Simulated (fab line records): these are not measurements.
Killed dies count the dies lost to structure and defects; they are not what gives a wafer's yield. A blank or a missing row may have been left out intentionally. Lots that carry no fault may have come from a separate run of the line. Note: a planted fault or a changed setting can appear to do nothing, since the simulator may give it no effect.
fab line records || flow sky130
record {"lots": 14, "wafers": 42, "last-day": 50}
route steps=708 shown POLY_GATE@231
lots that met no fault: taken from a fault-free run of the same line
start-h: hours from the record's first day to the start of the lot's first wafer shown || wait-h: hours elapsed since this lot's preceding step || " repeats the value in the row above || L1.1+2: a row that stands for several wafers || - either no value or no given start || * or withheld: withheld || < > ~ a bound
route shown NAME@n: names a module that has steps shown in the file, with the first one's number in the route || usual: mean/standard deviation of fault-free wafers || same: alike in all rows || chamber/n: place in a boat || sites: the reading at each site || _std_site: standard deviation across them || _edge_site: outer sites' mean less inner sites' || radius-mm: for every site, how far away it sits from the centre of the wafer || mask NAME#n: copy n || behind: tool/chamber where the wafer was last shaped || hold: the reason the lot was held/the length of the hold in hours/how it ended || device: the n, p or np transistor that did not switch || end of line: the route-end tests of the same wafers || a step given without rows: its recipe and nothing more || killed: count of dies lost to structure and defects at first sort (not the wafer's yield) || map: dies across one wafer; x = killed, . = not, _ = none there
set.NAME: setting as actually run; set.NAME@STEP: the setting as run at that earlier step || model.NAME: the simulator's own value behind a step, which no gauge read
one table for each step of the route and one row for each wafer, over a sample of lots
services: a tool's chamber out of use, with start hour (start-h, from the record's first day; less than 0 if before it), hours out, and reason
## steps
# step SKY_POLY_GATE_ETCH_17
# recipe {"target-depth-nm": 180, "stop-on": "SiO2", "over-etch-frac": 0.56667, "chemistry": "HBr/Cl2", "target": "poly-Si", "icp-w": 400, "bias-w": 100, "pressure-mtorr": 10, "HBr_flow_sccm": 150, "Cl2_flow_sccm": 50, "time-s": 70.5}
# usual {"drypump-motor-current-A": "5.8/0.7", "oes-product-au": "0.983/0.0078", "throttle-valve-pct": "33.683/0.0088"}
{"lot.wafer": "L464.3", "tool": "rie-si-02", "chamber": 3, "start-h": 362.21, "wait-h": 0.0, "drypump-motor-current-A": 5.3, "oes-product-au": 0.988, "rf-hours-counter-h": 2, "throttle-valve-pct": 33.681}
{"lot.wafer": "L464.4", "tool": "rie-si-02", "chamber": 3, "start-h": 362.21, "wait-h": 0.0, "drypump-motor-current-A": 5.3, "oes-product-au": 0.995, "rf-hours-counter-h": "-", "throttle-valve-pct": 33.667}
{"lot.wafer": "L464.5", "tool": "rie-si-02", "chamber": 2, "start-h": 362.21, "wait-h": 0.0, "drypump-motor-current-A": 6.3, "oes-product-au": 0.976, "rf-hours-counter-h": "-", "throttle-valve-pct": 33.700}
{"lot.wafer": "L465.1", "tool": "rie-si-01", "chamber": 1, "start-h": 375.81, "wait-h": 0.0, "drypump-motor-current-A": 6.3, "oes-product-au": 0.995, "rf-hours-counter-h": 6, "throttle-valve-pct": 33.682}
{"lot.wafer": "L465.4", "tool": "rie-si-01", "chamber": 3, "start-h": 375.81, "wait-h": 0.0, "drypump-motor-current-A": 4.9, "oes-product-au": 0.988, "rf-hours-counter-h": 55, "throttle-valve-pct": 33.677}
{"lot.wafer": "L465.6", "tool": "rie-si-01", "chamber": 1, "start-h": 375.81, "wait-h": 0.0, "drypump-motor-current-A": 6.3, "oes-product-au": 0.979, "rf-hours-counter-h": "-", "throttle-valve-pct": 33.706}
{"lot.wafer": "L466.1", "tool": "rie-si-02", "chamber": 1, "start-h": 387.08, "wait-h": 0.0, "drypump-motor-current-A": 6.6, "oes-product-au": 0.975, "rf-hours-counter-h": 0, "throttle-valve-pct": 33.670}
{"lot.wafer": "L466.4", "tool": "rie-si-02", "chamber": 2, "start-h": 387.08, "wait-h": 0.0, "drypump-motor-current-A": 6.4, "oes-product-au": 0.989, "rf-hours-counter-h": 2, "throttle-valve-pct": 33.669}
{"lot.wafer": "L466.5", "tool": "rie-si-02", "chamber": 0, "start-h": 387.08, "wait-h": 0.0, "drypump-motor-current-A": 5.2, "oes-product-au": 0.992, "rf-hours-counter-h": "-", "throttle-valve-pct": 33.689}
{"lot.wafer": "L471.3", "tool": "rie-si-01", "chamber": 0, "start-h": 438.26, "wait-h": 0.0, "drypump-motor-current-A": 5.1, "oes-product-au": 0.989, "rf-hours-counter-h": 1, "throttle-valve-pct": 33.680}
{"lot.wafer": "L471.4", "tool": "rie-si-01", "chamber": 2, "start-h": 438.26, "wait-h": 0.0, "drypump-motor-current-A": 6.7, "oes-product-au": 1.004, "rf-hours-counter-h": 3, "throttle-valve-pct": 33.684}
{"lot.wafer": "L471.5", "tool": "rie-si-01", "chamber": 3, "start-h": 438.26, "wait-h": 0.0, "drypump-motor-current-A": 4.9, "oes-product-au": 0.986, "rf-hours-counter-h": "-", "throttle-valve-pct": 33.684}
{"lot.wafer": "L472.2", "tool": "rie-si-02", "chamber": 0, "start-h": 447.56, "wait-h": 0.0, "drypump-motor-current-A": 5.2, "oes-product-au": 0.983, "rf-hours-counter-h": 41, "throttle-valve-pct": 33.672}
{"lot.wafer": "L472.4", "tool": "rie-si-02", "chamber": 1, "start-h": 447.56, "wait-h": 0.0, "drypump-motor-current-A": 6.6, "oes-product-au": 0.968, "rf-hours-counter-h": 0, "throttle-valve-pct": 33.691}
{"lot.wafer": "L472.5", "tool": "rie-si-02", "chamber": 1, "start-h": 447.56, "wait-h": 0.0, "drypump-motor-current-A": 6.6, "oes-product-au": 0.965, "rf-hours-counter-h": "-", "throttle-valve-pct": 33.686}
{"lot.wafer": "L473.1", "tool": "rie-si-01", "chamber": 1, "start-h": 450.06, "wait-h": 0.0, "drypump-motor-current-A": 6.3, "oes-product-au": 0.995, "rf-hours-counter-h": 6, "throttle-valve-pct": 33.680}
{"lot.wafer": "L473.3", "tool": "rie-si-01", "chamber": 3, "start-h": 450.06, "wait-h": 0.0, "drypump-motor-current-A": 4.9, "oes-product-au": 0.999, "rf-hours-counter-h": 56, "throttle-valve-pct": 33.687}
{"lot.wafer": "L473.5", "tool": "rie-si-01", "chamber": 3, "start-h": 450.06, "wait-h": 0.0, "drypump-motor-current-A": 4.9, "oes-product-au": 0.990, "rf-hours-counter-h": "-", "throttle-valve-pct": 33.680}
{"lot.wafer": "L474.2", "tool": "rie-si-02", "chamber": 0, "start-h": 457.58, "wait-h": 0.0, "drypump-motor-current-A": 5.2, "oes-product-au": 0.976, "rf-hours-counter-h": 41, "throttle-valve-pct": 33.688}
{"lot.wafer": "L474.3", "tool": "rie-si-02", "chamber": 2, "start-h": 457.58, "wait-h": 0.0, "drypump-motor-current-A": 6.4, "oes-product-au": 0.978, "rf-hours-counter-h": 3, "throttle-valve-pct": 33.684}
{"lot.wafer": "L474.4", "tool": "rie-si-02", "chamber": 3, "start-h": 457.58, "wait-h": 0.0, "drypump-motor-current-A": 5.3, "oes-product-au": 0.981, "rf-hours-counter-h": 3, "throttle-valve-pct": 33.698}
{"lot.wafer": "L478.2", "tool": "rie-si-02", "chamber": 0, "start-h": 499.83, "wait-h": 0.0, "drypump-motor-current-A": 5.2, "oes-product-au": 0.986, "rf-hours-counter-h": 41, "throttle-valve-pct": 33.683}
{"lot.wafer": "L478.4", "tool": "rie-si-02", "chamber": 3, "start-h": 499.83, "wait-h": 0.0, "drypump-motor-current-A": 5.3, "oes-product-au": 0.987, "rf-hours-counter-h": "-", "throttle-valve-pct": 33.684}
{"lot.wafer": "L478.6", "tool": "rie-si-02", "chamber": 2, "start-h": 499.83, "wait-h": 0.0, "drypump-motor-current-A": 6.4, "oes-product-au": 0.971, "rf-hours-counter-h": "-", "throttle-valve-pct": 33.679}
{"lot.wafer": "L481.1", "tool": "rie-si-01", "chamber": 0, "start-h": 527.03, "wait-h": 0.0, "drypump-motor-current-A": 5.2, "oes-product-au": 0.986, "rf-hours-counter-h": 2, "throttle-valve-pct": 33.678}
{"lot.wafer": "L481.3", "tool": "rie-si-01", "chamber": 3, "start-h": 527.03, "wait-h": 0.0, "drypump-motor-current-A": 4.9, "oes-product-au": 0.993, "rf-hours-counter-h": 0, "throttle-valve-pct": 33.679}
{"lot.wafer": "L481.4", "tool": "rie-si-01", "chamber": 2, "start-h": 527.03, "wait-h": 0.0, "drypump-motor-current-A": 6.7, "oes-product-au": 0.990, "rf-hours-counter-h": 4, "throttle-valve-pct": 33.691}
{"lot.wafer": "L483.1", "tool": "rie-si-01", "chamber": 0, "start-h": 539.56, "wait-h": 0.0, "drypump-motor-current-A": 5.1, "oes-product-au": 0.986, "rf-hours-counter-h": 2, "throttle-valve-pct": 33.679}
{"lot.wafer": "L483.4", "tool": "rie-si-01", "chamber": 1, "start-h": 539.56, "wait-h": 0.0, "drypump-motor-current-A": 6.3, "oes-product-au": 0.979, "rf-hours-counter-h": 7, "throttle-valve-pct": 33.678}
{"lot.wafer": "L483.5", "tool": "rie-si-01", "chamber": 2, "start-h": 539.56, "wait-h": 0.0, "drypump-motor-current-A": 6.7, "oes-product-au": 0.974, "rf-hours-counter-h": "-", "throttle-valve-pct": 33.682}
{"lot.wafer": "L484.1", "tool": "rie-si-02", "chamber": 0, "start-h": 550.41, "wait-h": 0.0, "drypump-motor-current-A": 5.2, "oes-product-au": 0.989, "rf-hours-counter-h": 41, "throttle-valve-pct": 33.677}
{"lot.wafer": "L484.2", "tool": "rie-si-02", "chamber": 3, "start-h": 550.41, "wait-h": 0.0, "drypump-motor-current-A": 5.3, "oes-product-au": 0.982, "rf-hours-counter-h": 3, "throttle-valve-pct": 33.674}
{"lot.wafer": "L484.3", "tool": "rie-si-02", "chamber": 1, "start-h": 550.41, "wait-h": 0.0, "drypump-motor-current-A": 6.7, "oes-product-au": 0.977, "rf-hours-counter-h": 1, "throttle-valve-pct": 33.683}
{"lot.wafer": "L485.4", "tool": "rie-si-01", "chamber": 1, "start-h": 559.31, "wait-h": 0.0, "drypump-motor-current-A": 6.3, "oes-product-au": 0.994, "rf-hours-counter-h": 7, "throttle-valve-pct": 33.695}
{"lot.wafer": "L485.5", "tool": "rie-si-01", "chamber": 3, "start-h": 559.31, "wait-h": 0.0, "drypump-motor-current-A": 4.9, "oes-product-au": 0.989, "rf-hours-counter-h": "-", "throttle-valve-pct": 33.694}
{"lot.wafer": "L485.6", "tool": "rie-si-01", "chamber": 2, "start-h": 559.31, "wait-h": 0.0, "drypump-motor-current-A": 6.7, "oes-product-au": 0.976, "rf-hours-counter-h": "-", "throttle-valve-pct": 33.691}
{"lot.wafer": "L486.3", "tool": "rie-si-02", "chamber": 1, "start-h": 561.71, "wait-h": 0.0, "drypump-motor-current-A": 6.6, "oes-product-au": 0.973, "rf-hours-counter-h": 1, "throttle-valve-pct": 33.678}
{"lot.wafer": "L486.4", "tool": "rie-si-02", "chamber": 2, "start-h": 561.71, "wait-h": 0.0, "drypump-motor-current-A": 6.4, "oes-product-au": 0.978, "rf-hours-counter-h": "-", "throttle-valve-pct": 33.699}
{"lot.wafer": "L486.5", "tool": "rie-si-02", "chamber": 1, "start-h": 561.71, "wait-h": 0.0, "drypump-motor-current-A": 6.6, "oes-product-au": 0.976, "rf-hours-counter-h": "-", "throttle-valve-pct": 33.673}
{"lot.wafer": "L487.1", "tool": "rie-si-01", "chamber": 2, "start-h": 571.61, "wait-h": 0.0, "drypump-motor-current-A": 6.7, "oes-product-au": 0.982, "rf-hours-counter-h": 4, "throttle-valve-pct": 33.681}
{"lot.wafer": "L487.2", "tool": "rie-si-01", "chamber": 1, "start-h": 571.61, "wait-h": 0.0, "drypump-motor-current-A": 6.3, "oes-product-au": 0.985, "rf-hours-counter-h": 7, "throttle-valve-pct": 33.669}
{"lot.wafer": "L487.6", "tool": "rie-si-01", "chamber": 3, "start-h": 571.61, "wait-h": 0.0, "drypump-motor-current-A": 4.9, "oes-product-au": 0.991, "rf-hours-counter-h": "-", "throttle-valve-pct": 33.689}
# step SKY_POLY_GATE_STRIP_18
# recipe {"chemistry": "O2/N2", "power-w": 1400, "pressure-mtorr": 1500, "platen-temp-c": "withheld", "o2-flow-sccm": 3000, "n2-flow-sccm": 300, "overash-fraction": 0.5}
# usual {"drypump-motor-current-A": "5.9/0.53", "o2-flow-sccm": "2997/13", "oes-product-au": "0.361/0.0049", "strip-time-to-endpoint-s": "3.18/0.032"}
{"lot.wafer": "L464.3", "tool": "plasma-asher-02", "chamber": 1, "start-h": 362.30, "wait-h": 0.1, "drypump-motor-current-A": 5.1, "o2-flow-sccm": 3013, "oes-product-au": 0.359, "rf-hours-counter-h": "-", "strip-time-to-endpoint-s": 3.18}
{"lot.wafer": "L464.4", "tool": "plasma-asher-02", "chamber": 0, "start-h": 362.30, "wait-h": 0.1, "drypump-motor-current-A": 6.5, "o2-flow-sccm": 2985, "oes-product-au": 0.360, "rf-hours-counter-h": "-", "strip-time-to-endpoint-s": 3.20}
{"lot.wafer": "L464.5", "tool": "plasma-asher-02", "chamber": 0, "start-h": 362.30, "wait-h": 0.1, "drypump-motor-current-A": 6.4, "o2-flow-sccm": 3005, "oes-product-au": 0.359, "rf-hours-counter-h": "-", "strip-time-to-endpoint-s": 3.16}
{"lot.wafer": "L465.1", "tool": "plasma-asher-04", "chamber": 1, "start-h": 375.86, "wait-h": 0.0, "drypump-motor-current-A": 6.2, "o2-flow-sccm": 2992, "oes-product-au": 0.360, "rf-hours-counter-h": 24, "strip-time-to-endpoint-s": 3.22}
{"lot.wafer": "L465.4", "tool": "plasma-asher-04", "chamber": 0, "start-h": 375.86, "wait-h": 0.0, "drypump-motor-current-A": 6.1, "o2-flow-sccm": 3003, "oes-product-au": 0.356, "rf-hours-counter-h": "-", "strip-time-to-endpoint-s": 3.14}
{"lot.wafer": "L465.6", "tool": "plasma-asher-04", "chamber": 1, "start-h": 375.86, "wait-h": 0.0, "drypump-motor-current-A": 6.3, "o2-flow-sccm": 2984, "oes-product-au": 0.363, "rf-hours-counter-h": "-", "strip-time-to-endpoint-s": 3.17}
{"lot.wafer": "L466.1", "tool": "plasma-asher-03", "chamber": 1, "start-h": 387.14, "wait-h": 0.0, "drypump-motor-current-A": 5.9, "o2-flow-sccm": 3008, "oes-product-au": 0.361, "rf-hours-counter-h": 72, "strip-time-to-endpoint-s": 3.20}
{"lot.wafer": "L466.4", "tool": "plasma-asher-03", "chamber": 1, "start-h": 387.14, "wait-h": 0.0, "drypump-motor-current-A": 5.9, "o2-flow-sccm": 3000, "oes-product-au": 0.364, "rf-hours-counter-h": "-", "strip-time-to-endpoint-s": 3.24}
{"lot.wafer": "L466.5", "tool": "plasma-asher-03", "chamber": 0, "start-h": 387.14, "wait-h": 0.0, "drypump-motor-current-A": 5.7, "o2-flow-sccm": 3000, "oes-product-au": 0.366, "rf-hours-counter-h": "-", "strip-time-to-endpoint-s": 3.14}
{"lot.wafer": "L471.3", "tool": "plasma-asher-03", "chamber": 1, "start-h": 438.35, "wait-h": 0.1, "drypump-motor-current-A": 5.9, "o2-flow-sccm": 3005, "oes-product-au": 0.317, "rf-hours-counter-h": "-", "strip-time-to-endpoint-s": 2.39}
{"lot.wafer": "L471.4", "tool": "plasma-asher-03", "chamber": 0, "start-h": 438.35, "wait-h": 0.1, "drypump-motor-current-A": 5.7, "o2-flow-sccm": 2986, "oes-product-au": 0.336, "rf-hours-counter-h": "-", "strip-time-to-endpoint-s": 2.47}
{"lot.wafer": "L471.5", "tool": "plasma-asher-03", "chamber": 0, "start-h": 438.35, "wait-h": 0.1, "drypump-motor-current-A": 5.6, "o2-flow-sccm": 2996, "oes-product-au": 0.321, "rf-hours-counter-h": "-", "strip-time-to-endpoint-s": 2.40}
{"lot.wafer": "L472.2", "tool": "plasma-asher-02", "chamber": 0, "start-h": 447.62, "wait-h": 0.0, "drypump-motor-current-A": 6.4, "o2-flow-sccm": 2891, "oes-product-au": 0.358, "rf-hours-counter-h": 75, "strip-time-to-endpoint-s": 3.15}
{"lot.wafer": "L472.4", "tool": "plasma-asher-02", "chamber": 0, "start-h": 447.62, "wait-h": 0.0, "drypump-motor-current-A": 6.4, "o2-flow-sccm": 2983, "oes-product-au": 0.365, "rf-hours-counter-h": "-", "strip-time-to-endpoint-s": 3.21}
{"lot.wafer": "L472.5", "tool": "plasma-asher-02", "chamber": 0, "start-h": 447.62, "wait-h": 0.0, "drypump-motor-current-A": 6.4, "o2-flow-sccm": 2990, "oes-product-au": 0.364, "rf-hours-counter-h": "-", "strip-time-to-endpoint-s": 3.20}
{"lot.wafer": "L473.1", "tool": "plasma-asher-02", "chamber": 0, "start-h": 450.11, "wait-h": 0.0, "drypump-motor-current-A": 6.4, "o2-flow-sccm": 2994, "oes-product-au": 0.329, "rf-hours-counter-h": 76, "strip-time-to-endpoint-s": 2.41}
{"lot.wafer": "L473.3", "tool": "plasma-asher-02", "chamber": 0, "start-h": 450.11, "wait-h": 0.0, "drypump-motor-current-A": 6.4, "o2-flow-sccm": 3008, "oes-product-au": 0.335, "rf-hours-counter-h": "-", "strip-time-to-endpoint-s": 2.41}
{"lot.wafer": "L473.5", "tool": "plasma-asher-02", "chamber": 1, "start-h": 450.11, "wait-h": 0.0, "drypump-motor-current-A": 5.1, "o2-flow-sccm": 3007, "oes-product-au": 0.329, "rf-hours-counter-h": "-", "strip-time-to-endpoint-s": 2.42}
{"lot.wafer": "L474.2", "tool": "plasma-asher-02", "chamber": 0, "start-h": 457.64, "wait-h": 0.0, "drypump-motor-current-A": 6.4, "o2-flow-sccm": 3004, "oes-product-au": 0.364, "rf-hours-counter-h": 76, "strip-time-to-endpoint-s": 3.17}
{"lot.wafer": "L474.3", "tool": "plasma-asher-02", "chamber": 0, "start-h": 457.64, "wait-h": 0.0, "drypump-motor-current-A": 6.4, "o2-flow-sccm": 3017, "oes-product-au": 0.362, "rf-hours-counter-h": "-", "strip-time-to-endpoint-s": 3.21}
{"lot.wafer": "L474.4", "tool": "plasma-asher-02", "chamber": 1, "start-h": 457.64, "wait-h": 0.0, "drypump-motor-current-A": 5.1, "o2-flow-sccm": 3006, "oes-product-au": 0.353, "rf-hours-counter-h": "-", "strip-time-to-endpoint-s": 3.22}
{"lot.wafer": "L478.2", "tool": "plasma-asher-02", "chamber": 0, "start-h": 499.89, "wait-h": 0.0, "drypump-motor-current-A": 6.4, "o2-flow-sccm": 2994, "oes-product-au": 0.361, "rf-hours-counter-h": 81, "strip-time-to-endpoint-s": 3.15}
{"lot.wafer": "L478.4", "tool": "plasma-asher-02", "chamber": 0, "start-h": 499.89, "wait-h": 0.0, "drypump-motor-current-A": 6.4, "o2-flow-sccm": 3001, "oes-product-au": 0.356, "rf-hours-counter-h": "-", "strip-time-to-endpoint-s": 3.16}
{"lot.wafer": "L478.6", "tool": "plasma-asher-02", "chamber": 1, "start-h": 499.89, "wait-h": 0.0, "drypump-motor-current-A": 5.1, "o2-flow-sccm": 3002, "oes-product-au": 0.362, "rf-hours-counter-h": "-", "strip-time-to-endpoint-s": 3.18}
{"lot.wafer": "L481.1", "tool": "plasma-asher-04", "chamber": 0, "start-h": 527.09, "wait-h": 0.0, "drypump-motor-current-A": 6.2, "o2-flow-sccm": 2980, "oes-product-au": 0.362, "rf-hours-counter-h": 40, "strip-time-to-endpoint-s": 3.16}
{"lot.wafer": "L481.3", "tool": "plasma-asher-04", "chamber": 1, "start-h": 527.09, "wait-h": 0.0, "drypump-motor-current-A": 6.2, "o2-flow-sccm": 2997, "oes-product-au": 0.358, "rf-hours-counter-h": "-", "strip-time-to-endpoint-s": 3.17}
{"lot.wafer": "L481.4", "tool": "plasma-asher-04", "chamber": 0, "start-h": 527.09, "wait-h": 0.0, "drypump-motor-current-A": 6.2, "o2-flow-sccm": 2982, "oes-product-au": 0.354, "rf-hours-counter-h": "-", "strip-time-to-endpoint-s": 3.14}
{"lot.wafer": "L483.1", "tool": "plasma-asher-02", "chamber": 0, "start-h": 539.61, "wait-h": 0.0, "drypump-motor-current-A": 6.4, "o2-flow-sccm": 2984, "oes-product-au": 0.357, "rf-hours-counter-h": 85, "strip-time-to-endpoint-s": 3.16}
{"lot.wafer": "L483.4", "tool": "plasma-asher-02", "chamber": 1, "start-h": 539.61, "wait-h": 0.0, "drypump-motor-current-A": 5.0, "o2-flow-sccm": 2984, "oes-product-au": 0.357, "rf-hours-counter-h": "-", "strip-time-to-endpoint-s": 3.13}
{"lot.wafer": "L483.5", "tool": "plasma-asher-02", "chamber": 0, "start-h": 539.61, "wait-h": 0.0, "drypump-motor-current-A": 6.4, "o2-flow-sccm": 3001, "oes-product-au": 0.368, "rf-hours-counter-h": "-", "strip-time-to-endpoint-s": 3.18}
{"lot.wafer": "L484.1", "tool": "plasma-asher-02", "chamber": 1, "start-h": 550.47, "wait-h": 0.0, "drypump-motor-current-A": 5.1, "o2-flow-sccm": 3004, "oes-product-au": 0.364, "rf-hours-counter-h": 86, "strip-time-to-endpoint-s": 3.15}
{"lot.wafer": "L484.2", "tool": "plasma-asher-02", "chamber": 0, "start-h": 550.47, "wait-h": 0.0, "drypump-motor-current-A": 6.4, "o2-flow-sccm": 3006, "oes-product-au": 0.354, "rf-hours-counter-h": 86, "strip-time-to-endpoint-s": 3.20}
{"lot.wafer": "L484.3", "tool": "plasma-asher-02", "chamber": 1, "start-h": 550.47, "wait-h": 0.0, "drypump-motor-current-A": 5.1, "o2-flow-sccm": 2993, "oes-product-au": 0.363, "rf-hours-counter-h": "-", "strip-time-to-endpoint-s": 3.21}
{"lot.wafer": "L485.4", "tool": "plasma-asher-04", "chamber": 0, "start-h": 559.40, "wait-h": 0.1, "drypump-motor-current-A": 6.1, "o2-flow-sccm": 2988, "oes-product-au": 0.369, "rf-hours-counter-h": "-", "strip-time-to-endpoint-s": 3.20}
{"lot.wafer": "L485.5", "tool": "plasma-asher-04", "chamber": 1, "start-h": 559.40, "wait-h": 0.1, "drypump-motor-current-A": 6.2, "o2-flow-sccm": 2989, "oes-product-au": 0.367, "rf-hours-counter-h": "-", "strip-time-to-endpoint-s": 3.22}
{"lot.wafer": "L485.6", "tool": "plasma-asher-04", "chamber": 0, "start-h": 559.40, "wait-h": 0.1, "drypump-motor-current-A": 6.2, "o2-flow-sccm": 3001, "oes-product-au": 0.362, "rf-hours-counter-h": "-", "strip-time-to-endpoint-s": 3.24}
{"lot.wafer": "L486.3", "tool": "plasma-asher-03", "chamber": 1, "start-h": 561.80, "wait-h": 0.1, "drypump-motor-current-A": 5.9, "o2-flow-sccm": 2987, "oes-product-au": 0.363, "rf-hours-counter-h": "-", "strip-time-to-endpoint-s": 3.24}
{"lot.wafer": "L486.4", "tool": "plasma-asher-03", "chamber": 0, "start-h": 561.80, "wait-h": 0.1, "drypump-motor-current-A": 5.7, "o2-flow-sccm": 3007, "oes-product-au": 0.359, "rf-hours-counter-h": "-", "strip-time-to-endpoint-s": 3.19}
{"lot.wafer": "L486.5", "tool": "plasma-asher-03", "chamber": 0, "start-h": 561.80, "wait-h": 0.1, "drypump-motor-current-A": 5.7, "o2-flow-sccm": 3014, "oes-product-au": 0.364, "rf-hours-counter-h": "-", "strip-time-to-endpoint-s": 3.20}
{"lot.wafer": "L487.1", "tool": "plasma-asher-03", "chamber": 0, "start-h": 571.66, "wait-h": 0.0, "drypump-motor-current-A": 5.7, "o2-flow-sccm": 3006, "oes-product-au": 0.354, "rf-hours-counter-h": 12, "strip-time-to-endpoint-s": 3.17}
{"lot.wafer": "L487.2", "tool": "plasma-asher-03", "chamber": 1, "start-h": 571.66, "wait-h": 0.0, "drypump-motor-current-A": 5.9, "o2-flow-sccm": 2993, "oes-product-au": 0.361, "rf-hours-counter-h": 12, "strip-time-to-endpoint-s": 3.18}
{"lot.wafer": "L487.6", "tool": "plasma-asher-03", "chamber": 0, "start-h": 571.66, "wait-h": 0.0, "drypump-motor-current-A": 5.7, "o2-flow-sccm": 2999, "oes-product-au": 0.365, "rf-hours-counter-h": "-", "strip-time-to-endpoint-s": 3.22}
## services
{"tool": "plasma-asher-04", "chamber": "-", "start-h": 340.54, "hours": 4.7, "kind": "repair"}
{"tool": "rie-si-02", "chamber": 1, "start-h": 346.38, "hours": "-", "kind": "clean"}
{"tool": "rie-si-02", "chamber": 1, "start-h": 346.38, "hours": 20.4, "kind": "scheduled-down"}
{"tool": "rie-si-02", "chamber": 1, "start-h": 346.38, "hours": 20.4, "kind": "vent-cycle"}
{"tool": "plasma-asher-02", "chamber": "-", "start-h": 356.20, "hours": 2.8, "kind": "pm"}
{"tool": "rie-si-02", "chamber": "-", "start-h": 368.67, "hours": 15.6, "kind": "pm"}
{"tool": "plasma-asher-04", "chamber": "-", "start-h": 372.95, "hours": 2.3, "kind": "repair"}
{"tool": "plasma-asher-03", "chamber": "-", "start-h": 377.28, "hours": 1.8, "kind": "repair"}
{"tool": "rie-si-02", "chamber": "-", "start-h": 392.42, "hours": 2.8, "kind": "pm"}
{"tool": "rie-si-01", "chamber": 3, "start-h": 395.11, "hours": 11.6, "kind": "repair"}
{"tool": "plasma-asher-03", "chamber": "-", "start-h": 421.25, "hours": 9.0, "kind": "pm"}
{"tool": "rie-si-01", "chamber": 1, "start-h": 432.04, "hours": 4.7, "kind": "repair"}
{"tool": "rie-si-01", "chamber": 1, "start-h": 439.68, "hours": 7.3, "kind": "repair"}
{"tool": "rie-si-01", "chamber": 3, "start-h": 452.37, "hours": 14.8, "kind": "repair"}
{"tool": "plasma-asher-03", "chamber": "-", "start-h": 482.90, "hours": 1.2, "kind": "repair"}
{"tool": "rie-si-02", "chamber": 1, "start-h": 489.42, "hours": 22.3, "kind": "repair"}
{"tool": "plasma-asher-03", "chamber": "-", "start-h": 491.84, "hours": 14.6, "kind": "pm"}
{"tool": "rie-si-01", "chamber": 3, "start-h": 498.73, "hours": "-", "kind": "clean"}
{"tool": "rie-si-01", "chamber": 3, "start-h": 498.73, "hours": 17.3, "kind": "scheduled-down"}
{"tool": "rie-si-01", "chamber": 3, "start-h": 498.73, "hours": 17.3, "kind": "vent-cycle"}
{"tool": "rie-si-01", "chamber": 0, "start-h": 514.20, "hours": 4.5, "kind": "repair"}
{"tool": "rie-si-01", "chamber": 2, "start-h": 514.69, "hours": 1.6, "kind": "repair"}
{"tool": "rie-si-02", "chamber": 3, "start-h": 530.90, "hours": 1.0, "kind": "repair"}
{"tool": "plasma-asher-04", "chamber": "-", "start-h": 549.07, "hours": 2.0, "kind": "repair"}
## key
first-sign {"step": "SKY_POLY_GATE_STRIP_18", "reading": "strip-time-to-endpoint-s", "direction": "down", "sigmas": 24, "usual": "*", "struck": "*"}
effect {"step": "SKY_POLY_GATE_STRIP_18", "reading": "oes-product-au", "direction": "down", "sigmas": 6.7, "usual": 0.361, "struck": 0.328}
met-at SKY_POLY_GATE_ETCH_17
struck-lots L471,L473
tester-left-out L471,L473
onset-between 375.81 438.26
fault {"kind": "process-parameter-drift", "tool": "rie-si-01", "chamber": "-", "onset-h": 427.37, "steps": "SKY_POLY_GATE_ETCH_17", "channel": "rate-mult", "offset": 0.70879, "shape": "step", "end-h": 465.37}
# tester-left-out: of these lots the tester's yield and bins aren't shown, on N5 and GAA mostly nor the transistor test; their killed dies are dies lost to structure and defects alone, not to doping, threshold or leakage, so they don't give the yield
